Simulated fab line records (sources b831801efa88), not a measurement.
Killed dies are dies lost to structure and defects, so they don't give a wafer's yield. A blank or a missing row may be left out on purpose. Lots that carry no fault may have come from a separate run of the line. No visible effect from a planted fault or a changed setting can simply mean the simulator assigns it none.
fab line records	flow sky130
[record] lots = 13	wafers = 39	last-day = 49
route steps=708 shown GATE_OXIDE@200 METAL5@661 PASSIVATION@683 PAD_OPEN@707
lots that met no fault: from a run of the same line without faults
start-h: the number of hours between the record's first day and the start of the first shown wafer of the lot	wait-h: hours from the lot's prior step to this one	" as in the row above	L1.1+2: several wafers, shown together as one row	- no value, or no start given	* or withheld: withheld	< > ~ a bound
route shown NAME@n: a module of which the file shows steps, and the number in the route of the first	usual: average and standard deviation across the fault-free wafers	same: alike in all rows	chamber/n: place in a boat	sites: each site's reading	_std_site: how widely they spread, as a standard deviation	_edge_site: inner sites' mean taken away from outer sites' mean	radius-mm: how far each site lies from the wafer's centre	mask NAME#n: copy n	behind: the last tool/chamber to shape the wafer	hold: what put the lot on hold/how long, in hours/how the hold closed	device: which transistor (n, p or np) failed to switch	end of line: at the end of the route, the tests of the same wafers	step lacking rows: just its recipe	killed: not the wafer's yield, but the dies lost to structure and defects at the first sort	map: per-die view of a wafer (x killed, . not killed, _ where there is no die)
set.NAME: setting as actually run; set.NAME@STEP: the setting as run at that earlier step	model.NAME: the simulator's own value behind a step, which no gauge read
the route's steps for a sample of lots (tables are steps, rows are wafers)
services: a tool's chamber out of use, with start hour (start-h, from the record's first day; less than 0 if before it), hours out, and reason
[[steps]]
[step SKY_GATE_OXIDE_STRIP_13]
[recipe] chemistry = O2/N2	power-w = 1400	pressure-mtorr = 1500	platen-temp-c = withheld	o2-flow-sccm = 3000	n2-flow-sccm = 300	overash-fraction = 0.5
[usual] drypump-motor-current-A = 5.5/0.52	oes-product-au = 0.715/0.0042	strip-time-to-endpoint-s = 14.17/0.042
lot.wafer	tool	chamber	start-h	wait-h	drypump-motor-current-A	oes-product-au	rf-hours-counter-h	strip-time-to-endpoint-s
L911.1	plasma-asher-03	1	306.77	0.0	4.7	0.711	19	14.14
L911.4	"	1	"	"	4.7	0.719	-	14.12
L911.5	"	1	"	"	4.7	0.718	-	14.15
L912.1	plasma-asher-01	1	312.39	0.0	5.5	0.712	62	14.18
L912.4	"	1	"	"	5.5	0.713	-	14.18
L912.5	"	1	"	"	5.5	0.713	-	14.21
L913.2	plasma-asher-01	0	327.33	0.0	4.9	0.707	63	14.18
L913.5	"	1	"	"	5.5	0.725	-	14.18
L913.6	"	0	"	"	4.9	0.712	-	14.15
L914.1	plasma-asher-04	0	334.04	0.0	6.3	0.724	49	14.18
L914.2	"	1	"	"	5.4	0.717	49	14.15
L914.3	"	0	"	"	6.4	0.712	-	14.19
L915.2	plasma-asher-04	0	344.44	0.0	6.3	0.712	50	14.16
L915.5	"	0	"	"	6.3	0.718	-	14.16
L915.6	"	1	"	"	5.4	0.724	-	14.16
L916.1	plasma-asher-03	1	350.40	0.0	4.7	0.721	23	14.18
L916.3	"	0	"	"	5.7	0.712	-	14.18
L916.6	"	1	"	"	4.6	0.719	-	14.21
L917.3	plasma-asher-01	1	363.32	0.0	5.5	0.718	-	14.20
L917.5	"	1	"	"	5.5	0.706	-	14.23
L917.6	"	0	"	"	4.9	0.717	-	14.21
L918.1	plasma-asher-03	1	375.25	0.0	4.7	0.723	26	14.23
L918.2	"	0	"	"	5.7	0.714	26	14.22
L918.5	"	1	"	"	4.6	0.717	-	14.25
L920.1	plasma-asher-01	0	388.85	0.0	5.0	0.710	70	14.17
L920.4	"	1	"	"	5.5	0.716	-	14.23
L920.6	"	1	"	"	5.5	0.720	-	14.19
L923.1	plasma-asher-04	1	410.59	0.0	5.5	0.718	55	14.20
L923.4	"	0	"	"	6.3	0.717	-	14.20
L923.6	"	0	"	"	6.3	0.714	-	14.17
L924.1	plasma-asher-01	1	417.73	0.0	5.5	0.712	73	14.21
L924.4	"	1	"	"	5.5	0.713	-	14.21
L924.5	"	1	"	"	5.5	0.716	-	14.14
L926.1	plasma-asher-01	0	435.45	0.0	5.0	0.712	0	14.18
L926.2	"	1	"	"	5.5	0.717	0	14.20
L926.3	"	1	"	"	5.5	0.722	-	14.16
L927.1	plasma-asher-01	0	447.73	0.0	5.0	0.719	1	14.09
L927.4	"	1	"	"	5.5	0.721	-	14.12
L927.5	"	0	"	"	4.9	0.715	-	14.18
[step SKY_METAL5_SPUTTER_00]
[recipe] material = Ti	target-thk-nm = 15	power-w = 3000	time-s = 10	chamber-pressure-pa = 0.4
[usual] chamber-pressure-pa = 0.4000/0.00098	throttle-valve-pct = 29.9/0.95
lot.wafer	tool	chamber	start-h	wait-h	chamber-pressure-pa	throttle-valve-pct
L911.1	pvd-sputter-04	-	999.23	0.2	0.4008	30.3
L911.4	"	-	"	"	0.3988	29.1
L911.5	"	-	"	"	0.4016	30.4
L912.1	pvd-sputter-01	-	1004.88	0.2	0.4000	31.9
L912.4	"	-	"	"	0.3998	28.4
L912.5	"	-	"	"	0.4001	29.6
L913.2	pvd-sputter-02	-	1020.64	0.1	0.4007	29.8
L913.5	"	-	"	"	0.3993	29.0
L913.6	"	-	"	"	0.4006	30.3
L914.1	pvd-sputter-01	-	1026.59	0.2	0.3996	29.7
L914.2	"	-	"	"	0.3999	32.3
L914.3	"	-	"	"	0.3999	28.5
L915.2	pvd-sputter-01	-	1033.46	0.2	0.4000	32.1
L915.5	"	-	"	"	0.4007	29.3
L915.6	"	-	"	"	0.3987	28.6
L916.1	pvd-sputter-04	-	1033.93	0.2	0.3998	29.9
L916.3	"	-	"	"	0.3993	29.3
L916.6	"	-	"	"	0.4004	30.5
L917.3	pvd-sputter-01	-	1050.41	0.1	0.3995	29.7
L917.5	"	-	"	"	0.3994	31.9
L917.6	"	-	"	"	0.3995	29.4
L918.1	pvd-sputter-04	-	1057.91	0.1	0.4008	29.8
L918.2	"	-	"	"	0.4010	29.1
L918.5	"	-	"	"	0.4008	30.0
L920.1	pvd-sputter-02	-	1065.42	0.1	0.4021	28.8
L920.4	"	-	"	"	0.3988	30.7
L920.6	"	-	"	"	0.4006	30.1
L923.1	pvd-sputter-02	-	1082.05	0.2	0.3994	30.9
L923.4	"	-	"	"	0.4014	29.6
L923.6	"	-	"	"	0.4007	29.8
L924.1	pvd-sputter-04	-	1088.26	0.1	0.4007	29.0
L924.4	"	-	"	"	0.4010	29.0
L924.5	"	-	"	"	0.3983	29.4
L926.1	pvd-sputter-04	-	1098.26	0.2	0.3991	30.0
L926.2	"	-	"	"	0.3989	30.4
L926.3	"	-	"	"	0.4007	29.4
L927.1	pvd-sputter-01	-	1107.04	0.2	0.3984	28.4
L927.4	"	-	"	"	0.4002	29.7
L927.5	"	-	"	"	0.4000	29.9
[step SKY_PASSIVATION_CVD_02]
[recipe] material = Si3N4	target-thk-nm = 540	temp-c = 400	time-s = withheld	rf-w = 450
[usual] heater-power-w = 697/91	rf-fwd-power-W = 449.0/1.3
lot.wafer	tool	chamber	start-h	wait-h	heater-power-w	rf-fwd-power-W
L911.1	pecvd-04	2	1023.59	0.1	837	448.2
L911.4	"	0	"	"	607	449.7
L911.5	"	1	"	"	689	448.5
L912.1	pecvd-04	2	1029.30	0.1	766	450.1
L912.4	"	0	"	"	682	448.2
L912.5	"	1	"	"	708	449.5
L913.2	pecvd-01	0	1043.99	0.0	561	448.0
L913.5	"	0	"	"	631	448.4
L913.6	"	1	"	"	752	447.8
L914.1	pecvd-01	2	1049.74	0.1	749	448.1
L914.2	"	1	"	"	664	448.3
L914.3	"	0	"	"	657	448.4
L915.2	pecvd-01	0	1056.47	0.0	649	450.4
L915.5	"	0	"	"	544	449.8
L915.6	"	1	"	"	756	446.6
L916.1	pecvd-03	2	1057.05	0.1	596	447.0
L916.3	"	0	"	"	696	447.9
L916.6	"	2	"	"	591	447.4
L917.3	pecvd-04	0	1073.08	0.0	734	449.0
L917.5	"	0	"	"	751	448.8
L917.6	"	1	"	"	724	451.8
L918.1	pecvd-03	0	1079.69	0.1	588	448.2
L918.2	"	2	"	"	534	449.0
L918.5	"	2	"	"	573	448.7
L920.1	pecvd-04	1	1086.44	0.1	670	448.8
L920.4	"	0	"	"	618	448.1
L920.6	"	2	"	"	836	448.0
L923.1	pecvd-01	1	1103.78	0.1	729	447.1
L923.4	"	1	"	"	745	448.3
L923.6	"	2	"	"	766	448.5
L924.1	pecvd-01	2	1109.51	0.1	839	451.3
L924.4	"	0	"	"	533	448.6
L924.5	"	2	"	"	643	451.4
L926.1	pecvd-03	2	1119.66	0.1	535	448.5
L926.2	"	1	"	"	857	449.7
L926.3	"	0	"	"	709	449.2
L927.1	pecvd-04	2	1127.41	0.1	757	449.3
L927.4	"	0	"	"	679	449.0
L927.5	"	2	"	"	802	449.6
[step SKY_PAD_OPEN_BOW_MEAS_13]
[recipe] mode = bow
[usual] PAD_OPEN_BOW = 49/8.2
lot.wafer	tool	chamber	start-h	wait-h	PAD_OPEN_BOW[um]
L911.1	film-metro-03	-	1070.03	-	55
L911.4	"	-	"	"	61
L911.5	"	-	"	"	64
L912.1	film-metro-04	-	1075.81	-	43
L912.4	"	-	"	"	52
L912.5	"	-	"	"	54
L913.2	film-metro-04	-	1087.72	-	50
L913.5	"	-	"	"	51
L913.6	"	-	"	"	48
L914.1	film-metro-03	-	1093.83	-	43
L914.2	"	-	"	"	44
L914.3	"	-	"	"	46
L915.2	film-metro-03	-	1100.18	-	47
L915.5	"	-	"	"	35
L915.6	"	-	"	"	41
L916.1	film-metro-03	-	1101.27	-	48
L916.3	"	-	"	"	41
L916.6	"	-	"	"	36
L917.3	film-metro-04	-	1117.58	-	56
L917.5	"	-	"	"	45
L917.6	"	-	"	"	58
L918.1	film-metro-03	-	1122.89	-	52
L918.2	"	-	"	"	45
L918.5	"	-	"	"	29
L920.1	film-metro-03	-	1129.54	-	50
L920.4	"	-	"	"	57
L920.6	"	-	"	"	39
L923.1	film-metro-04	-	1144.01	-	50
L923.4	"	-	"	"	50
L923.6	"	-	"	"	49
L924.1	film-metro-01	-	1149.89	-	48
L924.4	"	-	"	"	58
L924.5	"	-	"	"	50
L926.1	film-metro-01	-	1159.10	-	51
L926.2	"	-	"	"	54
L926.3	"	-	"	"	53
L927.1	film-metro-01	-	1165.35	-	23
L927.4	"	-	"	"	45
L927.5	"	-	"	"	27
[step SKY_PAD_OPEN_PROBE_99]
[usual] killed_at_M0_to_M3 = 43/6.9	killed_at_M4_up = 3.2/2	killed-at-contacts = 25/5.1	killed-at-front-end = 15/4.5	killed-at-other = 0.2/0.51	killed-dies = 85/9.5	killed-open = 48/6.9	killed-short = 38/6.7
[same] gross-dies = 492	killed-at-back-side = 0
lot.wafer	tool	chamber	start-h	wait-h	hold	killed_at_M0_to_M3	killed_at_M4_up	killed-at-contacts	killed-at-front-end	killed-at-other	killed-dies	killed-open	killed-short
L911.1	prober-02	-	1070.15	0.1	-	43	1	17	11	0	72	41	31
L911.4	prober-02	-	1070.30	0.2	-	45	1	28	22	0	96	47	49
L911.5	prober-02	-	1070.35	0.2	-	46	2	31	13	0	92	54	38
L912.1	prober-01	-	1075.93	0.1	-	51	4	25	13	0	93	57	36
L912.4	prober-01	-	1076.08	0.2	-	44	5	26	15	0	90	47	43
L912.5	prober-01	-	1076.13	0.2	-	58	3	20	14	0	95	57	38
L913.2	prober-02	-	1087.87	0.1	-	44	6	20	16	0	86	48	38
L913.5	prober-02	-	1088.02	0.2	-	38	2	24	18	0	82	46	36
L913.6	prober-02	-	1088.07	0.2	-	34	1	21	23	1	80	45	35
L914.1	prober-01	-	1093.95	0.1	-	39	6	21	7	0	73	41	32
L914.2	prober-01	-	1094.00	0.1	-	41	3	31	25	0	100	50	50
L914.3	prober-01	-	1094.05	0.2	-	31	3	31	17	0	82	49	33
L915.2	prober-02	-	1100.33	0.1	-	41	4	36	11	0	92	49	43
L915.5	prober-02	-	1100.48	0.2	-	44	4	24	10	0	82	50	32
L915.6	prober-02	-	1100.53	0.2	-	43	2	25	13	0	83	49	34
L916.1	prober-01	-	1101.39	0.1	-	45	3	28	12	0	88	63	25
L916.3	prober-01	-	1101.49	0.2	-	37	4	26	17	0	84	55	29
L916.6	prober-01	-	1101.64	0.2	-	38	1	29	21	0	89	50	39
L917.3	prober-02	-	1117.76	0.2	-	48	5	19	17	1	90	48	42
L917.5	prober-02	-	1117.86	0.2	-	38	3	30	12	0	83	43	40
L917.6	prober-02	-	1117.91	0.2	-	56	2	23	5	0	86	48	38
L918.1	prober-01	-	1123.01	0.1	-	46	1	23	15	0	85	49	36
L918.2	prober-01	-	1123.06	0.1	-	40	3	28	15	0	86	44	42
L918.5	prober-01	-	1123.21	0.2	-	27	4	17	12	0	60	34	26
L920.1	prober-01	-	1129.66	0.1	-	41	2	21	12	0	76	44	32
L920.4	prober-01	-	1129.81	0.2	-	46	2	26	11	0	85	51	34
L920.6	prober-01	-	1129.91	0.2	-	35	1	26	12	0	74	40	34
L923.1	prober-02	-	1144.13	0.1	-	38	2	24	20	0	84	48	36
L923.4	prober-02	-	1144.28	0.2	-	39	4	29	13	0	85	37	48
L923.6	prober-02	-	1144.38	0.2	-	52	5	29	17	0	103	53	50
L924.1	prober-01	-	1150.01	0.1	-	51	5	19	24	1	100	58	42
L924.4	prober-01	-	1150.16	0.2	-	32	6	28	11	1	78	42	36
L924.5	prober-01	-	1150.21	0.2	-	35	3	21	21	1	81	45	36
L926.1	prober-01	-	1159.22	0.1	await-dispo/4.1h/release	46	1	21	59	1	128	34	45
L926.2	prober-01	-	1159.27	0.1	await-dispo/4.1h/release	50	2	22	9	0	83	48	35
L926.3	prober-01	-	1159.32	0.2	await-dispo/4.1h/release	53	1	24	10	0	88	47	41
L927.1	prober-02	-	1165.47	0.1	await-dispo/6.9h/release	38	4	29	62	0	133	48	35
L927.4	prober-02	-	1165.62	0.2	await-dispo/6.9h/release	39	2	15	23	0	79	39	40
L927.5	prober-02	-	1165.67	0.2	await-dispo/6.9h/release	54	2	27	65	0	148	54	46
// killed by level:class
L911.1 VIA1:geometric-particle:open=14 LI_CONTACT:geometric-particle:open=6 METAL2:geometric-particle:short=6 VIA2:geometric-particle:open=6 CONTACT:geometric-particle:open=5 METAL1:geometric-particle:short=5 FIELD_ISO:geometric-particle:short=3 LOCAL_INTERCONNECT:geometric-particle:short=3
L911.4 CONTACT:geometric-particle:open=9 FIELD_ISO:geometric-particle:open=8 VIA1:geometric-particle:open=7 LI_CONTACT:geometric-particle:open=6 LOCAL_INTERCONNECT:geometric-particle:short=6 CONTACT:geometric-particle:short=6 VIA1:geometric-particle:short=6 VIA3:geometric-particle:open=6
L911.5 VIA1:geometric-particle:open=13 LI_CONTACT:geometric-particle:open=11 VIA3:geometric-particle:open=10 CONTACT:geometric-particle:open=6 LOCAL_INTERCONNECT:geometric-particle:short=5 VIA1:geometric-particle:short=5 METAL2:geometric-particle:short=5 CONTACT:geometric-particle:short=4
L912.1 VIA1:geometric-particle:open=12 CONTACT:geometric-particle:open=12 VIA2:geometric-particle:open=9 VIA1:geometric-particle:short=8 METAL2:geometric-particle:short=6 LI_CONTACT:geometric-particle:open=6 METAL1:geometric-particle:short=6 POLY_GATE:geometric-particle:open=4
L912.4 VIA1:geometric-particle:open=10 VIA3:geometric-particle:open=9 CONTACT:geometric-particle:open=7 CONTACT:geometric-particle:short=6 VIA3:geometric-particle:short=6 VIA1:geometric-particle:short=5 VIA2:geometric-particle:open=5 POLY_GATE:geometric-particle:open=4
L912.5 VIA1:geometric-particle:open=14 VIA3:geometric-particle:open=13 VIA2:geometric-particle:open=9 CONTACT:geometric-particle:open=7 POLY_GATE:geometric-particle:short=6 LI_CONTACT:geometric-particle:open=5 METAL1:geometric-particle:short=5 CONTACT:geometric-particle:short=4
L913.2 VIA1:geometric-particle:open=12 VIA3:geometric-particle:open=8 LI_CONTACT:geometric-particle:open=6 CONTACT:geometric-particle:short=6 VIA1:geometric-particle:short=5 VIA2:geometric-particle:open=5 FIELD_ISO:geometric-particle:open=4 POLY_GATE:geometric-particle:short=4
L913.5 CONTACT:geometric-particle:open=11 FIELD_ISO:geometric-particle:open=7 VIA1:geometric-particle:open=6 VIA2:geometric-particle:open=6 VIA3:geometric-particle:open=6 CONTACT:geometric-particle:short=5 POLY_GATE:geometric-particle:short=4 METAL1:geometric-particle:short=4
L913.6 CONTACT:geometric-particle:open=8 POLY_GATE:geometric-particle:short=7 VIA2:geometric-particle:open=7 FIELD_ISO:geometric-particle:open=6 CONTACT:geometric-particle:short=6 VIA3:geometric-particle:open=6 VIA1:geometric-particle:open=5 LI_CONTACT:geometric-particle:open=4
L914.1 VIA1:geometric-particle:open=12 CONTACT:geometric-particle:open=6 LI_CONTACT:geometric-particle:open=5 VIA2:geometric-particle:open=5 METAL4:geometric-particle:short=5 LOCAL_INTERCONNECT:geometric-particle:short=4 CONTACT:geometric-particle:short=4 METAL1:geometric-particle:short=4
L914.2 CONTACT:geometric-particle:open=12 METAL2:geometric-particle:short=9 POLY_GATE:geometric-particle:open=8 METAL1:geometric-particle:short=7 POLY_GATE:geometric-particle:short=7 VIA3:geometric-particle:open=6 VIA1:geometric-particle:open=6 FIELD_ISO:geometric-particle:short=5
L914.3 CONTACT:geometric-particle:open=13 LI_CONTACT:geometric-particle:open=8 VIA3:geometric-particle:open=8 FIELD_ISO:geometric-particle:open=5 METAL1:geometric-particle:short=5 VIA1:geometric-particle:open=5 FIELD_ISO:geometric-particle:short=4 POLY_GATE:geometric-particle:short=4
L915.2 CONTACT:geometric-particle:open=11 CONTACT:geometric-particle:short=9 VIA3:geometric-particle:open=8 VIA2:geometric-particle:open=7 LI_CONTACT:geometric-particle:open=6 METAL1:geometric-particle:short=6 FIELD_ISO:geometric-particle:open=4 LI_CONTACT:geometric-particle:short=4
L915.5 VIA1:geometric-particle:open=13 VIA3:geometric-particle:open=9 CONTACT:geometric-particle:open=8 LI_CONTACT:geometric-particle:open=6 LOCAL_INTERCONNECT:geometric-particle:short=5 METAL2:geometric-particle:short=4 VIA1:geometric-particle:short=4 VIA2:geometric-particle:open=4
L915.6 VIA1:geometric-particle:open=8 VIA3:geometric-particle:open=8 CONTACT:geometric-particle:open=7 LI_CONTACT:geometric-particle:open=6 CONTACT:geometric-particle:short=6 METAL2:geometric-particle:open=5 FIELD_ISO:geometric-particle:short=4 METAL1:geometric-particle:short=4
L916.1 VIA1:geometric-particle:open=17 LI_CONTACT:geometric-particle:open=10 CONTACT:geometric-particle:open=10 VIA2:geometric-particle:open=9 VIA3:geometric-particle:open=7 POLY_GATE:geometric-particle:short=4 LOCAL_INTERCONNECT:geometric-particle:short=4 VIA1:geometric-particle:short=4
L916.3 CONTACT:geometric-particle:open=10 VIA1:geometric-particle:open=10 VIA2:geometric-particle:open=10 POLY_GATE:geometric-particle:short=6 LI_CONTACT:geometric-particle:open=6 VIA3:geometric-particle:open=6 METAL1:geometric-particle:short=5 FIELD_ISO:geometric-particle:open=4
L916.6 CONTACT:geometric-particle:open=12 VIA1:geometric-particle:open=9 LI_CONTACT:geometric-particle:open=7 FIELD_ISO:geometric-particle:short=5 POLY_GATE:geometric-particle:open=5 LOCAL_INTERCONNECT:geometric-particle:short=5 VIA1:geometric-particle:short=5 METAL1:geometric-particle:short=4
L917.3 VIA1:geometric-particle:open=10 CONTACT:geometric-particle:open=9 FIELD_ISO:geometric-particle:short=7 VIA2:geometric-particle:open=7 LI_CONTACT:geometric-particle:open=6 METAL1:geometric-particle:short=6 VIA2:geometric-particle:short=6 POLY_GATE:geometric-particle:open=4
L917.5 CONTACT:geometric-particle:open=9 METAL2:geometric-particle:short=7 LI_CONTACT:geometric-particle:short=6 VIA1:geometric-particle:open=6 FIELD_ISO:geometric-particle:open=5 LI_CONTACT:geometric-particle:open=5 CONTACT:geometric-particle:short=5 VIA3:geometric-particle:open=5
L917.6 VIA1:geometric-particle:open=14 METAL1:geometric-particle:short=12 CONTACT:geometric-particle:open=11 VIA2:geometric-particle:open=7 VIA3:geometric-particle:open=5 METAL2:geometric-particle:short=5 LI_CONTACT:geometric-particle:short=4 VIA3:geometric-particle:short=4
L918.1 VIA1:geometric-particle:open=19 CONTACT:geometric-particle:open=7 LI_CONTACT:geometric-particle:short=6 LI_CONTACT:geometric-particle:open=6 FIELD_ISO:geometric-particle:short=5 VIA3:geometric-particle:open=5 METAL1:geometric-particle:short=3 VIA1:geometric-particle:short=3
L918.2 CONTACT:geometric-particle:open=10 VIA1:geometric-particle:open=10 FIELD_ISO:geometric-particle:short=6 LI_CONTACT:geometric-particle:open=6 METAL2:geometric-particle:short=6 CONTACT:geometric-particle:short=5 VIA3:geometric-particle:open=5 FIELD_ISO:geometric-particle:open=4
L918.5 CONTACT:geometric-particle:open=6 VIA1:geometric-particle:open=6 LI_CONTACT:geometric-particle:open=5 VIA2:geometric-particle:open=4 METAL1:geometric-particle:short=3 LI_CONTACT:geometric-particle:short=3 METAL4:geometric-particle:short=3 VIA1:geometric-particle:short=3
L920.1 CONTACT:geometric-particle:open=13 VIA1:geometric-particle:open=10 METAL2:geometric-particle:short=7 VIA1:geometric-particle:short=6 METAL1:geometric-particle:short=6 VIA2:geometric-particle:open=6 FIELD_ISO:geometric-particle:open=3 LI_CONTACT:geometric-particle:open=3
L920.4 VIA1:geometric-particle:open=11 CONTACT:geometric-particle:open=10 VIA3:geometric-particle:open=8 LI_CONTACT:geometric-particle:open=7 METAL2:geometric-particle:short=6 VIA2:geometric-particle:open=5 POLY_GATE:geometric-particle:short=4 VIA1:geometric-particle:short=4
L920.6 VIA1:geometric-particle:open=14 CONTACT:geometric-particle:open=9 LOCAL_INTERCONNECT:geometric-particle:short=8 CONTACT:geometric-particle:short=5 VIA1:geometric-particle:short=5 POLY_GATE:geometric-particle:open=4 FIELD_ISO:geometric-particle:open=3 VIA2:geometric-particle:open=3
L923.1 VIA1:geometric-particle:open=10 LI_CONTACT:geometric-particle:open=8 METAL1:geometric-particle:short=7 FIELD_ISO:geometric-particle:open=6 POLY_GATE:geometric-particle:open=5 CONTACT:geometric-particle:open=5 FIELD_ISO:geometric-particle:short=4 METAL2:geometric-particle:short=4
L923.4 LI_CONTACT:geometric-particle:open=11 VIA1:geometric-particle:short=10 LOCAL_INTERCONNECT:geometric-particle:short=7 METAL1:geometric-particle:short=6 CONTACT:geometric-particle:open=5 METAL2:geometric-particle:short=5 VIA2:geometric-particle:open=5 VIA3:geometric-particle:open=5
L923.6 VIA1:geometric-particle:open=10 METAL1:geometric-particle:short=9 CONTACT:geometric-particle:open=8 LI_CONTACT:geometric-particle:open=7 VIA1:geometric-particle:short=6 METAL2:geometric-particle:short=6 VIA2:geometric-particle:open=6 VIA3:geometric-particle:open=5
L924.1 VIA1:geometric-particle:open=10 CONTACT:geometric-particle:open=10 POLY_GATE:geometric-particle:short=9 VIA2:geometric-particle:open=9 VIA3:geometric-particle:open=9 VIA1:geometric-particle:short=7 METAL2:geometric-particle:short=6 LI_CONTACT:geometric-particle:open=5
L924.4 CONTACT:geometric-particle:open=13 VIA1:geometric-particle:open=10 POLY_GATE:geometric-particle:short=5 CONTACT:geometric-particle:short=5 LI_CONTACT:geometric-particle:open=5 VIA2:geometric-particle:open=5 METAL3:geometric-particle:short=4 METAL4:geometric-particle:short=4
L924.5 VIA1:geometric-particle:open=10 CONTACT:geometric-particle:open=8 VIA2:geometric-particle:open=7 CONTACT:geometric-particle:short=6 FIELD_ISO:geometric-particle:open=5 LI_CONTACT:geometric-particle:open=5 POLY_GATE:geometric-particle:short=4 METAL1:geometric-particle:short=4
L926.1 GATE_OXIDE:unspecified=49 VIA3:geometric-particle:open=7 VIA2:geometric-particle:open=7 METAL2:geometric-particle:short=6 VIA1:geometric-particle:short=6 LI_CONTACT:geometric-particle:open=5 CONTACT:geometric-particle:short=5 METAL1:geometric-particle:short=5
L926.2 LI_CONTACT:geometric-particle:open=9 VIA1:geometric-particle:open=9 VIA1:geometric-particle:short=8 VIA3:geometric-particle:open=7 CONTACT:geometric-particle:open=6 METAL1:geometric-particle:short=6 METAL2:geometric-particle:short=5 VIA2:geometric-particle:short=5
L926.3 VIA1:geometric-particle:open=12 CONTACT:geometric-particle:open=11 METAL2:geometric-particle:short=9 METAL1:geometric-particle:short=8 VIA3:geometric-particle:open=7 LI_CONTACT:geometric-particle:open=5 VIA1:geometric-particle:short=5 POLY_GATE:geometric-particle:short=4
L927.1 GATE_OXIDE:unspecified=50 VIA1:geometric-particle:open=12 CONTACT:geometric-particle:open=11 LI_CONTACT:geometric-particle:open=6 METAL1:geometric-particle:short=6 VIA3:geometric-particle:open=6 FIELD_ISO:geometric-particle:short=5 CONTACT:geometric-particle:short=5
L927.4 FIELD_ISO:geometric-particle:short=8 CONTACT:geometric-particle:open=7 FIELD_ISO:geometric-particle:open=6 VIA1:geometric-particle:short=6 METAL1:geometric-particle:short=6 VIA1:geometric-particle:open=6 VIA2:geometric-particle:open=5 VIA2:geometric-particle:short=4
L927.5 GATE_OXIDE:unspecified=48 CONTACT:geometric-particle:open=12 VIA3:geometric-particle:open=10 VIA1:geometric-particle:open=9 VIA1:geometric-particle:short=7 VIA3:geometric-particle:short=6 LI_CONTACT:geometric-particle:open=5 METAL2:geometric-particle:short=5
[[services]]
tool	chamber	start-h	hours	kind
pvd-sputter-01	-	297.06	36.4	repair
pvd-sputter-04	-	333.61	2.3	repair
pecvd-04	-	364.06	2.8	pm
pecvd-01	0	391.95	4.4	repair
pecvd-04	-	392.41	6.0	pm
pvd-sputter-04	-	408.01	2.3	repair
pvd-sputter-04	-	410.29	26.7	repair
plasma-asher-01	-	421.25	9.0	pm
pvd-sputter-04	-	439.27	2.5	repair
pecvd-01	-	468.31	1.0	repair
pvd-sputter-04	-	480.06	3.3	repair
pecvd-04	0	501.40	2.4	repair
plasma-asher-01	-	518.74	0.4	repair
pvd-sputter-04	-	533.55	1.1	repair
pvd-sputter-01	-	544.51	2.5	repair
pvd-sputter-01	-	558.80	4.6	repair
pvd-sputter-01	-	562.74	5.3	repair
pecvd-04	-	570.36	1.4	repair
pecvd-04	1	596.49	3.5	repair
plasma-asher-01	-	769.67	47.9	repair
plasma-asher-01	-	804.78	1.5	repair
plasma-asher-01	-	866.85	5.1	repair
plasma-asher-01	-	913.97	2.1	repair
plasma-asher-01	-	1037.59	4.2	repair
[[key]]
[first-sign] step = SKY_PAD_OPEN_PROBE_99	reading = killed-at-front-end	direction = up	sigmas = 10	usual = 15	struck = 62
[effect] step = SKY_PAD_OPEN_PROBE_99	reading = killed-dies	direction = up	sigmas = 5.4	usual = 85	struck = 136
met-at SKY_GATE_OXIDE_STRIP_13
struck-lots L926,L927
struck-wafers L926.1,L927.1,L927.5
tester-left-out L926,L927
not-acting-at SKY_METAL5_SPUTTER_00,SKY_PASSIVATION_CVD_02,SKY_PAD_OPEN_BOW_MEAS_13
onset-between 388.85 435.45
[fault] kind = chamber-particle-source	tool = plasma-asher-01	chamber = 0	onset-h = 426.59	steps = SKY_GATE_OXIDE_STRIP_13	rate-per-visit-cm2 = 0.62586	end-h = 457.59
// tester-left-out: of these lots the tester's yield and bins aren't shown, on N5 and GAA mostly nor the transistor test; their killed dies are dies lost to structure and defects alone, not to doping, threshold or leakage, so they don't give the yield
